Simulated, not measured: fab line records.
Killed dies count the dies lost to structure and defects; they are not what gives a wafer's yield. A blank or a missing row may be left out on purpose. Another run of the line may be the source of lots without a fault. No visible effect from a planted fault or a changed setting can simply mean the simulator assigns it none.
fab line records	flow sfq_line	part 1 of 2: steps 1 to 28 of 40
record lots=5	wafers=15	last_day=92
route steps=325 shown L0V@16 M0@28 I0@43
lots that met no fault: from a run of the same line without faults
start_h: start of the lot's first displayed wafer, in hours after the record's first day	wait_h: time in hours since the lot's previous step	" as in the row above	L1.1+2: a single row standing in for several wafers	- value missing, or start not given	* or withheld: withheld	< > ~ a bound
route shown NAME@n: names a module that has steps shown in the file, with the first one's number in the route	usual: mean/standard deviation of fault-free wafers	same: alike in all rows	chamber/n: place in a boat	sites: the reading at each site	_std_site: how widely they spread, as a standard deviation	_edge_site: inner sites' mean taken away from outer sites' mean	radius_mm: how far each site lies from the wafer's centre	mask NAME#n: copy n	behind: the tool/chamber that last shaped the wafer	hold: reason for holding the lot/hours on hold/outcome of the hold	device: whichever transistor did not switch (one of n, p or np)	end of line: the same wafers' tests at the end of the route	a step given without rows: its recipe and nothing more	killed: the dies lost at the first sort to structure and to defects; this is not the yield of the wafer	map: dies across one wafer; x = killed, . = not, _ = none there
set.NAME: the run value of the setting; set.NAME@STEP: its run value at that earlier step	model.NAME: the simulator's own value behind a step, which no gauge read
lots at selected steps of the route; one table per step, one row per wafer
services: when a tool's chamber went out of use (start_h, in hours from the record's first day, below 0 if earlier), for how many hours, and the reason
## steps
# step SFQ_TRILAYER_L0_CAP_PECVD_011
# recipe material=SiO2	temp_c=150	time_s=13.333	pressure_torr=2.4	rf_w=183.3	precursor=SiH4/N2O	target_thk_nm=60
# usual heater_power_w=87/21	susceptor_temp_C=150.00/0.13	throttle_valve_pct=24.0/1.5
lot.wafer	tool	chamber	start_h	wait_h	heater_power_w	susceptor_temp_C	throttle_valve_pct
L074.1	pecvd-02	2	63.88	0.0	81	149.81	24.3
L074.3	"	1	"	"	116	150.00	25.9
L074.4	"	1	"	"	115	150.01	26.1
L082.1	pecvd-04	1	83.81	0.0	55	150.08	26.8
L082.3	"	0	"	"	65	149.75	24.2
L082.4	"	1	"	"	54	150.10	27.0
L085.2	pecvd-02	1	99.69	0.0	119	149.93	26.1
L085.5	"	1	"	"	121	149.76	25.8
L085.6	"	0	"	"	98	149.86	23.4
L092.2	pecvd-02	1	138.19	0.0	119	149.91	26.4
L092.4	"	1	"	"	118	150.03	26.0
L092.5	"	2	"	"	96	150.16	24.1
L096.1	pecvd-01	1	158.59	0.0	127	150.12	22.9
L096.2	"	2	"	"	92	149.95	23.4
L096.6	"	0	"	"	75	149.72	22.5
# step SFQ_TRILAYER_L0_VIA_LITHO_COAT_018
# recipe resist=BARC	spin_rpm=3000	resist_thk_nm=62
lot.wafer	tool	chamber	start_h	wait_h
L074.1+3+4	litho_track-02	0	63.90	0.0
L082.1+3+4	litho_track-01	0	83.83	0.0
L085.2+5+6	litho_track-03	0	100.06	0.4
L092.2+4+5	litho_track-03	0	138.27	0.1
L096.1+2+6	litho_track-01	0	158.91	0.3
# step SFQ_TRILAYER_L0_VIA_LITHO_COAT_013
# recipe resist=KrF	spin_rpm=3000	resist_thk_nm=650
lot.wafer	tool	chamber	start_h	wait_h
L074.1+3+4	litho_track-02	0	64.20	0.2
L082.1+3+4	litho_track-01	0	84.13	0.2
L085.2+5+6	litho_track-03	0	100.36	0.2
L092.2+4+5	litho_track-03	0	138.57	0.2
L096.1+2+6	litho_track-01	0	159.21	0.2
# step SFQ_TRILAYER_L0_VIA_LITHO_SOFTBAKE_017
# recipe temp_c=withheld	time_s=withheld	resist=KrF
lot.wafer	tool	chamber	start_h	wait_h
L074.1+3+4	litho_track-02	0	64.50	0.2
L082.1+3+4	litho_track-01	0	84.43	0.2
L085.2+5+6	litho_track-03	0	100.64	0.2
L092.2+4+5	litho_track-03	0	138.84	0.2
L096.1+2+6	litho_track-01	0	159.51	0.2
# step SFQ_TRILAYER_L0_VIA_LITHO_EXPOSE_014
# recipe mask_id=L0V	na=0.6	source_shape=conventional	sigma_outer=0.65	target_cd_nm=700	dose_mj=21.3
lot.wafer	tool	chamber	start_h	wait_h	mask
L074.1+3+4	krf_scanner-02	0	92.23	-	L0V#0
L082.1+3+4	krf_scanner-02	0	117.81	-	L0V#0
L085.2+5+6	krf_scanner-02	0	132.41	-	L0V#0
L092.2+4+5	krf_scanner-02	0	173.18	-	L0V#0
L096.1+2+6	krf_scanner-02	0	204.96	-	L0V#0
# step SFQ_TRILAYER_L0_VIA_LITHO_PEB_016
# recipe peb_temp_c=115	peb_time_s=60	resist=KrF
lot.wafer	tool	chamber	start_h	wait_h
L074.1+3+4	litho_track-03	0	93.43	1.0
L082.1+3+4	litho_track-01	0	119.01	1.0
L085.2+5+6	litho_track-01	0	133.44	0.8
L092.2+4+5	litho_track-01	0	174.21	0.8
L096.1+2+6	litho_track-02	0	206.16	1.0
# step SFQ_TRILAYER_L0_VIA_LITHO_DEVELOP_015
# recipe time_s=60	resist=KrF
lot.wafer	tool	chamber	start_h	wait_h
L074.1+3+4	litho_track-03	0	93.58	0.1
L082.1+3+4	litho_track-01	0	119.16	0.1
L085.2+5+6	litho_track-01	0	133.59	0.1
L092.2+4+5	litho_track-01	0	174.36	0.1
L096.1+2+6	litho_track-02	0	206.31	0.1
# step SFQ_L0V_OVL_MEAS_903
# usual L0V_OVL=-1/6.7
lot.wafer	tool	chamber	start_h	wait_h	L0V_OVL[nm]
L074.1	overlay-01	-	93.73	0.1	-5
L074.3	"	-	"	"	-1
L074.4	"	-	"	"	0
L082.1	overlay-01	-	119.31	0.1	4
L082.3	"	-	"	"	3
L082.4	"	-	"	"	-5
L085.2	overlay-02	-	133.72	0.1	7
L085.5	"	-	"	"	-4
L085.6	"	-	"	"	0
L092.2	overlay-01	-	174.49	0.1	1
L092.4	"	-	"	"	1
L092.5	"	-	"	"	2
L096.1	overlay-02	-	206.46	0.1	3
L096.2	"	-	"	"	9
L096.6	"	-	"	"	3
# step SFQ_TRILAYER_L0_VIA_BARC_OPEN_VIA_ETCH_021
# recipe mask_material=PR	chemistry=O2	target_depth_nm=125	target=BARC	source_w=500	bias_w=80	pressure_mtorr=30	time_s=41.7
# usual bias_w=80.01/0.25	drypump_motor_current_A=5.8/0.34	oes_product_au=0.685/0.0045
lot.wafer	tool	chamber	start_h	wait_h	bias_w	drypump_motor_current_A	oes_product_au	rf_hours_counter_h
L074.1	rie_diel-02	2	93.77	0.0	79.90	6.1	0.688	31
L074.3	"	3	"	"	80.55	5.6	0.684	1
L074.4	"	1	"	"	80.33	5.6	0.690	10
L082.1	rie_diel-03	1	119.35	0.0	80.29	6.5	0.681	119
L082.3	"	3	"	"	79.90	5.6	0.681	-
L082.4	"	1	"	"	79.99	6.5	0.684	-
L085.2	rie_diel-02	1	133.75	0.0	79.39	5.6	0.678	11
L085.5	"	0	"	"	80.19	5.6	0.686	-
L085.6	"	3	"	"	80.36	5.6	0.689	-
L092.2	rie_diel-04	1	174.52	0.0	79.88	5.3	0.690	92
L092.4	"	3	"	"	80.30	5.6	0.685	109
L092.5	"	3	"	"	79.98	5.6	0.687	-
L096.1	rie_diel-02	1	206.49	0.0	79.94	5.6	0.681	12
L096.2	"	0	"	"	79.79	5.6	0.685	2
L096.6	"	0	"	"	80.39	5.6	0.699	-
# step SFQ_TRILAYER_L0_VIA_ETCH_VIA_ETCH_016
# recipe target=SiO2	stop_on=MoNx_KI	mask_material=PR	chemistry=CHF3	target_depth_nm=80	source_w=500	bias_w=80	pressure_mtorr=30	time_s=withheld
# usual bias_w=79.98/0.26	drypump_motor_current_A=5.8/0.34	oes_product_au=0.843/0.007
lot.wafer	tool	chamber	start_h	wait_h	bias_w	drypump_motor_current_A	oes_product_au
L074.1	rie_diel-02	2	93.81	0.0	80.28	6.1	0.844
L074.3	"	3	"	"	79.92	5.6	0.843
L074.4	"	1	"	"	80.35	5.6	0.853
L082.1	rie_diel-03	1	119.41	0.0	80.05	6.5	0.851
L082.3	"	3	"	"	79.89	5.6	0.843
L082.4	"	1	"	"	80.43	6.5	0.856
L085.2	rie_diel-02	1	133.79	0.0	79.77	5.6	0.833
L085.5	"	0	"	"	80.11	5.6	0.852
L085.6	"	3	"	"	80.08	5.6	0.854
L092.2	rie_diel-04	1	174.56	0.0	80.66	5.3	0.847
L092.4	"	3	"	"	79.97	5.6	0.848
L092.5	"	3	"	"	79.79	5.6	0.839
L096.1	rie_diel-02	1	206.53	0.0	80.19	5.6	0.830
L096.2	"	0	"	"	80.06	5.6	0.839
L096.6	"	0	"	"	80.12	5.6	0.847
# step SFQ_TRILAYER_L0_VIA_STRIP_STRIP_017
# recipe gas=O2	power_w=200	platen_temp_c=40	overash_fraction=0.65	chemistry=O2	pressure_mtorr=50
# usual drypump_motor_current_A=5.75/0.28	oes_product_au=0.996/0.0078
lot.wafer	tool	chamber	start_h	wait_h	drypump_motor_current_A	oes_product_au	rf_hours_counter_h
L074.1	rie_metal-01	1	93.85	-	5.42	0.999	188
L074.3	"	0	"	"	5.52	1.008	-
L074.4	"	1	"	"	5.43	1.000	-
L082.1	rie_metal-01	1	119.48	-	5.46	1.002	194
L082.3	"	1	"	"	5.43	0.992	-
L082.4	"	1	"	"	5.42	0.998	-
L085.2	rie_metal-01	0	133.84	-	5.50	0.999	16
L085.5	"	1	"	"	5.43	0.993	-
L085.6	"	0	"	"	5.48	1.016	-
L092.2	rie_metal-03	0	174.60	-	5.93	0.998	7
L092.4	"	0	"	"	5.90	1.003	-
L092.5	"	1	"	"	5.76	0.991	-
L096.1	rie_metal-02	0	206.58	-	5.47	0.998	116
L096.2	"	1	"	"	6.29	1.007	194
L096.6	"	0	"	"	5.48	0.986	-
# step SFQ_TRILAYER_L0_VIA_STRIP_SOLV_CLEAN_018
# recipe chemistry=NMP	temp_c=70	time_s=600
lot.wafer	tool	chamber	start_h	wait_h
L074.1+3+4	wet_bench-01	7,6,2	94.45	0.4
L082.1+3+4	wet_bench-01	1,2,6	120.68	1.0
L085.2+5+6	wet_bench-04	1,5,6	134.44	0.4
L092.2+4+5	wet_bench-03	0,4,5	175.20	0.4
L096.1+2+6	wet_bench-01	1,6,2	207.18	0.4
# step SFQ_TRILAYER_M0_DEP_PRE_CLEAN_020
# recipe gas=Ar	time_s=15	bias_v=250
lot.wafer	tool	chamber	start_h	wait_h
L074.1+3+4	pvd_sputter-05	-	94.63	0.0
L082.1+3+4	pvd_sputter-05	-	120.85	0.0
L085.2+5+6	pvd_sputter-06	-	134.61	0.0
L092.2+4+5	pvd_sputter-06	-	175.38	0.0
L096.1+2+6	pvd_sputter-05	-	207.35	0.0
# step SFQ_TRILAYER_M0_DEP_SPUTTER_019
# recipe material=Nb	base_pressure_pa=1.33e-06	chamber_pressure_pa=0.1333	substrate_temp_c=20	resputter_cathode_voltage_v=400	target_thk_nm=200	power_w=2000	time_s=133.3
# usual cathode_dc_power_W=2000.0/0.4	throttle_valve_pct=30.0/1.1
lot.wafer	tool	chamber	start_h	wait_h	cathode_dc_power_W	throttle_valve_pct
L074.1	pvd_sputter-05	-	94.65	0.0	2000.2	30.9
L074.3	"	-	"	"	2000.5	28.3
L074.4	"	-	"	"	2000.5	30.9
L082.1	pvd_sputter-05	-	120.88	0.0	2000.0	30.9
L082.3	"	-	"	"	1999.7	28.2
L082.4	"	-	"	"	2000.8	31.1
L085.2	pvd_sputter-06	-	134.64	0.0	2000.2	28.7
L085.5	"	-	"	"	2000.1	28.7
L085.6	"	-	"	"	2000.2	28.8
L092.2	pvd_sputter-06	-	175.40	0.0	2000.2	31.4
L092.4	"	-	"	"	1999.7	30.1
L092.5	"	-	"	"	1999.4	31.5
L096.1	pvd_sputter-05	-	207.38	0.0	2000.3	30.8
L096.2	"	-	"	"	2000.0	28.3
L096.6	"	-	"	"	1999.4	31.2
# step SFQ_M0_RS_MEAS_904
# recipe thk_meas_gauge=four-point-probe	reads=Nb_of_TRILAYER_M0_DEP_SPUTTER_019
# usual M0_NB_RS=0.893/0.01
lot.wafer	tool	chamber	start_h	wait_h	M0_NB_RS[ohm/sq]
L074.1	film_metro-01	-	94.74	0.0	0.910
L074.3	"	-	"	"	0.900
L074.4	"	-	"	"	0.893
L082.1	film_metro-03	-	120.97	0.0	0.905
L082.3	"	-	"	"	0.886
L082.4	"	-	"	"	0.878
L085.2	film_metro-02	-	134.75	0.1	0.912
L085.5	"	-	"	"	0.903
L085.6	"	-	"	"	0.904
L092.2	film_metro-02	-	175.52	0.1	0.896
L092.4	"	-	"	"	0.893
L092.5	"	-	"	"	0.895
L096.1	film_metro-01	-	207.47	0.0	0.898
L096.2	"	-	"	"	0.887
L096.6	"	-	"	"	0.883
# step SFQ_TRILAYER_M0_LITHO_COAT_026
# recipe resist=BARC	spin_rpm=3000	resist_thk_nm=62
lot.wafer	tool	chamber	start_h	wait_h
L074.1+3+4	litho_track-03	0	94.92	0.1
L082.1+3+4	litho_track-03	0	121.15	0.1
L085.2+5+6	litho_track-04	0	134.96	0.1
L092.2+4+5	litho_track-03	0	175.73	0.1
L096.1+2+6	litho_track-04	0	207.65	0.1
# step SFQ_TRILAYER_M0_LITHO_COAT_021
# recipe resist=KrF	spin_rpm=3000	resist_thk_nm=600
lot.wafer	tool	chamber	start_h	wait_h
L074.1+3+4	litho_track-03	0	95.22	0.2
L082.1+3+4	litho_track-03	0	121.45	0.2
L085.2+5+6	litho_track-04	0	135.26	0.2
L092.2+4+5	litho_track-03	0	176.03	0.2
L096.1+2+6	litho_track-04	0	207.95	0.2
# step SFQ_TRILAYER_M0_LITHO_SOFTBAKE_025
# recipe temp_c=withheld	time_s=withheld	resist=KrF
lot.wafer	tool	chamber	start_h	wait_h
L074.1+3+4	litho_track-03	0	95.52	0.2
L082.1+3+4	litho_track-03	0	121.75	0.2
L085.2+5+6	litho_track-04	0	135.53	0.2
L092.2+4+5	litho_track-03	0	176.30	0.2
L096.1+2+6	litho_track-04	0	208.25	0.2
# step SFQ_TRILAYER_M0_LITHO_EXPOSE_022
# recipe mask_id=M0	na=0.6	source_shape=conventional	sigma_outer=0.65	target_cd_nm=500	dose_mj=14.4
lot.wafer	tool	chamber	start_h	wait_h	mask
L074.1+3+4	krf_scanner-02	0	128.61	-	M0#0
L082.1+3+4	krf_scanner-02	0	155.01	-	M0#0
L085.2+5+6	krf_scanner-02	0	170.78	-	M0#0
L092.2+4+5	krf_scanner-02	0	220.31	-	M0#0
L096.1+2+6	krf_scanner-02	0	242.91	-	M0#0
# step SFQ_TRILAYER_M0_LITHO_PEB_024
# recipe peb_temp_c=115	peb_time_s=60	resist=KrF
lot.wafer	tool	chamber	start_h	wait_h
L074.1+3+4	litho_track-03	0	129.81	1.0
L082.1+3+4	litho_track-04	0	156.21	1.0
L085.2+5+6	litho_track-03	0	171.81	0.8
L092.2+4+5	litho_track-04	0	221.33	0.8
L096.1+2+6	litho_track-01	0	244.11	1.0
# step SFQ_TRILAYER_M0_LITHO_DEVELOP_023
# recipe time_s=60	resist=KrF
lot.wafer	tool	chamber	start_h	wait_h
L074.1+3+4	litho_track-03	0	129.96	0.1
L082.1+3+4	litho_track-04	0	156.36	0.1
L085.2+5+6	litho_track-03	0	171.96	0.1
L092.2+4+5	litho_track-04	0	221.48	0.1
L096.1+2+6	litho_track-01	0	244.26	0.1
# step SFQ_M0_OVL_MEAS_906
# usual M0_OVL=-1/5.3
lot.wafer	tool	chamber	start_h	wait_h	M0_OVL[nm]
L074.1	overlay-01	-	130.11	0.1	-5
L074.3	"	-	"	"	-6
L074.4	"	-	"	"	4
L082.1	overlay-02	-	156.51	0.1	4
L082.3	"	-	"	"	6
L082.4	"	-	"	"	8
L085.2	overlay-01	-	172.09	0.1	-4
L085.5	"	-	"	"	-5
L085.6	"	-	"	"	6
L092.2	overlay-01	-	221.61	0.1	3
L092.4	"	-	"	"	2
L092.5	"	-	"	"	0
L096.1	overlay-02	-	244.41	0.1	-3
L096.2	"	-	"	"	-3
L096.6	"	-	"	"	-4
# step SFQ_TRILAYER_M0_BARC_OPEN_METAL_ETCH_031
# recipe mask_material=PR	chemistry=O2	target_depth_nm=125	target=BARC	icp_w=600	bias_w=80	pressure_mtorr=10	time_s=41.7
# usual bias_w=79.96/0.23	drypump_motor_current_A=5.90/0.28	oes_product_au=0.686/0.0044
lot.wafer	tool	chamber	start_h	wait_h	bias_w	drypump_motor_current_A	oes_product_au	rf_hours_counter_h
L074.1	rie_metal-02	1	130.15	0.0	79.50	6.30	0.685	179
L074.3	"	0	"	"	79.86	5.47	0.683	-
L074.4	"	1	"	"	79.94	6.28	0.684	-
L082.1	rie_metal-02	0	156.55	0.0	79.69	5.45	0.679	107
L082.3	"	1	"	"	80.03	6.31	0.684	-
L082.4	"	0	"	"	79.69	5.47	0.689	-
L085.2	rie_metal-04	1	172.12	0.0	79.96	6.13	0.685	138
L085.5	"	1	"	"	79.90	6.13	0.683	-
L085.6	"	0	"	"	79.89	5.75	0.687	-
L092.2	rie_metal-03	1	221.64	0.0	80.11	5.76	0.683	158
L092.4	"	0	"	"	80.22	5.92	0.683	-
L092.5	"	1	"	"	80.14	5.77	0.686	-
L096.1	rie_metal-03	1	244.44	0.0	80.27	5.75	0.689	162
L096.2	"	0	"	"	79.79	5.90	0.685	18
L096.6	"	1	"	"	80.02	5.75	0.691	-
# step SFQ_TRILAYER_M0_ETCH_METAL_ETCH_024
# recipe target=Nb	stop_on=SiO2	mask_material=PR	chemistry=Cl2/Ar	target_depth_nm=240	icp_w=600	bias_w=80	pressure_mtorr=10	time_s=120
# usual bias_w=80.00/0.23	drypump_motor_current_A=5.89/0.28	oes_product_au=0.892/0.0068
lot.wafer	tool	chamber	start_h	wait_h	bias_w	drypump_motor_current_A	oes_product_au	rf_hours_counter_h
L074.1	rie_metal-02	1	130.21	0.0	80.02	6.29	0.876	179
L074.3	"	0	"	"	79.92	5.48	0.888	-
L074.4	"	1	"	"	80.05	6.30	0.888	-
L082.1	rie_metal-02	0	156.61	0.0	80.50	5.49	0.888	107
L082.3	"	1	"	"	80.19	6.27	0.892	-
L082.4	"	0	"	"	80.14	5.47	0.901	-
L085.2	rie_metal-04	1	172.18	0.0	80.05	6.19	0.890	138
L085.5	"	1	"	"	80.37	6.20	0.888	-
L085.6	"	0	"	"	80.21	5.76	0.885	-
L092.2	rie_metal-03	1	221.70	0.0	80.15	5.70	0.891	158
L092.4	"	0	"	"	79.84	5.91	0.893	-
L092.5	"	1	"	"	79.65	5.70	0.886	-
L096.1	rie_metal-03	1	244.50	0.0	79.92	5.77	0.896	162
L096.2	"	0	"	"	79.75	5.92	0.891	18
L096.6	"	1	"	"	79.97	5.75	0.903	-
# step SFQ_TRILAYER_M0_STRIP_STRIP_025
# recipe gas=O2	power_w=200	platen_temp_c=40	overash_fraction=0.65	chemistry=O2	pressure_mtorr=50
# usual drypump_motor_current_A=5.90/0.28	oes_product_au=0.996/0.0082
lot.wafer	tool	chamber	start_h	wait_h	drypump_motor_current_A	oes_product_au	rf_hours_counter_h
L074.1	rie_metal-02	1	130.33	0.1	6.30	0.992	180
L074.3	"	0	"	"	5.49	0.986	-
L074.4	"	1	"	"	6.29	0.995	-
L082.1	rie_metal-02	0	156.73	0.1	5.46	0.979	107
L082.3	"	1	"	"	6.30	0.999	-
L082.4	"	0	"	"	5.46	0.976	-
L085.2	rie_metal-04	1	172.30	0.1	6.17	0.989	138
L085.5	"	1	"	"	6.13	0.993	-
L085.6	"	0	"	"	5.77	0.999	-
L092.2	rie_metal-03	1	221.83	0.1	5.73	0.997	158
L092.4	"	0	"	"	5.93	1.001	-
L092.5	"	1	"	"	5.73	1.004	-
L096.1	rie_metal-03	1	244.63	0.1	5.75	0.989	162
L096.2	"	0	"	"	5.92	0.984	18
L096.6	"	1	"	"	5.75	0.979	-
# step SFQ_TRILAYER_M0_STRIP_SOLV_CLEAN_026
# recipe chemistry=NMP	temp_c=70	time_s=600
lot.wafer	tool	chamber	start_h	wait_h
L074.1+3+4	wet_bench-01	2,5,1	130.93	0.4
L082.1+3+4	wet_bench-01	3,2,4	157.33	0.4
L085.2+5+6	wet_bench-01	3,2,4	172.90	0.4
L092.2+4+5	wet_bench-01	7,2,6	222.43	0.4
L096.1+2+6	wet_bench-03	3,2,1	245.23	0.4
# step SFQ_TRILAYER_I0_DEP_PECVD_027
# recipe material=SiO2	temp_c=150	time_s=111.11	pressure_torr=2.4	rf_w=183.3	precursor=SiH4/N2O	target_thk_nm=500
# usual heater_power_w=96/17	susceptor_temp_C=150.01/0.15	throttle_valve_pct=23.8/1.3
lot.wafer	tool	chamber	start_h	wait_h	heater_power_w	susceptor_temp_C	throttle_valve_pct
L074.1	pecvd-01	2	131.11	0.0	76	150.25	23.2
L074.3	"	0	"	"	84	150.16	22.5
L074.4	"	0	"	"	71	150.16	22.3
L082.1	pecvd-03	1	157.51	0.0	59	150.21	25.9
L082.3	"	0	"	"	79	150.03	24.8
L082.4	"	0	"	"	81	150.04	25.0
L085.2	pecvd-01	0	173.08	0.0	75	150.22	22.2
L085.5	"	0	"	"	79	150.12	22.5
L085.6	"	1	"	"	130	149.91	22.7
L092.2	pecvd-02	1	222.60	0.0	105	150.04	26.4
L092.4	"	1	"	"	115	149.82	26.4
L092.5	"	2	"	"	78	150.05	24.2
L096.1	pecvd-03	1	245.40	0.0	76	149.91	22.2
L096.2	"	0	"	"	81	150.01	24.4
L096.6	"	2	"	"	93	149.95	23.0
# step SFQ_TRILAYER_I0_CMP_CMP_028
# recipe material=SiO2	down_force_psi=3	platen_rpm=60	pad_velocity_m_s=0.94248
# usual motor_current_A=10.1/1	time_to_endpoint_s=216/7.3
lot.wafer	tool	chamber	start_h	wait_h	motor_current_A	time_to_endpoint_s
L074.4	cmp-02	3	135.99	4.8	11.7	213
L074.1	"	1	136.99	5.8	10.3	210
L074.3	"	2	"	"	8.2	217
L082.1	cmp-01	3	170.16	12.6	10.3	217
L082.4	"	0	"	"	9.4	224
L082.3	"	2	171.66	14.1	10.1	214
L085.2	cmp-01	1	192.66	19.5	11.5	225
L085.5	"	2	"	"	10.3	229
L085.6	"	3	"	"	10.2	224
L092.4	cmp-01	1	230.16	7.5	11.0	231
L092.2	"	2	"	"	10.2	221
L092.5	"	1	232.16	9.5	11.9	226
L096.1	cmp-02	3	253.32	7.9	11.4	203
L096.2	"	1	254.32	8.9	10.2	208
L096.6	"	3	255.32	9.8	11.5	212
